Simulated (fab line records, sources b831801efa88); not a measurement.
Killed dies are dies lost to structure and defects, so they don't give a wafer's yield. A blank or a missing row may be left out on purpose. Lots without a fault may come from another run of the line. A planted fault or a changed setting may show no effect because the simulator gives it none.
One fault seen from 2 desks | flow sky130 | each desk has only its own numbers; what lay behind them comes last

THE TOOL OWNER'S DESK: implanter-02
The tool's own readings at SKY_LDD_N_IMPLANT_10: means of the sampled wafers that have a number, for each lot that ran on this tool. A lot is out of limits, marked OUT, if its mean lies more than 4 standard deviations from the usual mean; the brackets give that distance.
Columns: A = beam_on_s at SKY_LDD_N_IMPLANT_10, usual 9.97 s; B = dose_ions_cm2 at SKY_LDD_N_IMPLANT_10, usual 7.499e+13; C = faraday_current_uA at SKY_LDD_N_IMPLANT_10, usual 424
lot  | first seen here | A                       | B                           | C
L144 | day 20 08:55    | 9.86                    | 7.506e+13                   | 428
L146 | day 20 12:11    | 9.97                    | 7.505e+13                   | 425
L156 | day 27 08:17    | 44.81 (+99 or more) OUT | 4.422e+14 (+99 or more) OUT | 555 (+16) OUT
L159 | day 27 10:46    | 45.05 (+99 or more) OUT | 4.422e+14 (+99 or more) OUT | 553 (+16) OUT
L161 | day 27 19:08    | 45.52 (+99 or more) OUT | 4.422e+14 (+99 or more) OUT | 547 (+15) OUT
This desk's finding: out of limits on L156, L159, L161; first on L156, day 27 08:17 (beam_on_s at SKY_LDD_N_IMPLANT_10). In limits: L144, L146.

THE METROLOGY DESK
What the gauges read, lot by lot, whatever tool the lot ran on: means of the sampled wafers that have a number. A lot is out of limits, marked OUT, if its mean lies more than 4 standard deviations from the usual mean; the brackets give that distance.
Columns: A = SONOS_ONO_OXIDATION_THK at SKY_SONOS_ONO_THK_MEAS_01, usual 2.64 nm; B = SONOS_ONO_OVL at SKY_SONOS_ONO_OVL_MEAS_14, usual -1.3 nm; C = GATE_OXIDE_OXIDATION_00_THK at SKY_GATE_OXIDE_THK_MEAS_02, usual 10.41 nm; D = LDD_N_TW at SKY_LDD_N_TW_MEAS_17, usual 2576
lot  | first seen here | A    | B    | C     | D
L142 | day 13 07:37    | 2.66 | -2.3 | 10.59 | 2615
L144 | day 13 11:52    | 2.72 | -0.5 | 10.18 | 2564
L145 | day 13 11:52    | 2.62 | -0.9 | 10.28 | 2609
L146 | day 13 11:56    | 2.63 | -1.5 | 10.56 | 2564
L147 | day 13 15:19    | 2.62 | -0.9 | 10.44 | 2609
L149 | day 13 15:22    | 2.69 | -1.2 | 10.44 | 2612
L150 | day 13 17:32    | 2.61 | -1.4 | 10.63 | 2530
L157 | day 20 12:16    | 2.61 | -1.2 | 10.42 | 2581
L156 | day 20 12:17    | 2.60 | -1.8 | 10.50 | 2836 (+7.7) OUT
L159 | day 20 13:37    | 2.65 | -2.1 | 10.43 | 2908 (+9.8) OUT
L161 | day 20 19:57    | 2.67 | -1.8 | 10.47 | 2848 (+8.0) OUT
This desk's finding: out of limits on L156, L159, L161; first on L156, day 27 09:15 (LDD_N_TW at SKY_LDD_N_TW_MEAS_17). In limits: L142, L144, L145, L146, L147, L149, L150, L157.

PUT TOGETHER
The tool owner's desk could have raised an alarm at day 27 08:17, on L156, L159, L161.
The metrology desk could have raised an alarm at day 27 09:15, on L156, L159, L161.
Of the lots named, all ran SKY_LDD_N_IMPLANT_10 on implanter-02.

WHAT THE SIMULATOR HAD PUT IN
Process parameter drift: implanter-02, from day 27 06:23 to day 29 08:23, at SKY_LDD_N_IMPLANT_10. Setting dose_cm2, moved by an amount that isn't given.
Lots struck among those shown: L156, L159, L161.
Hours from the fault's start to each desk's first reading out of limits: the tool owner's desk, 2; the metrology desk, 3.
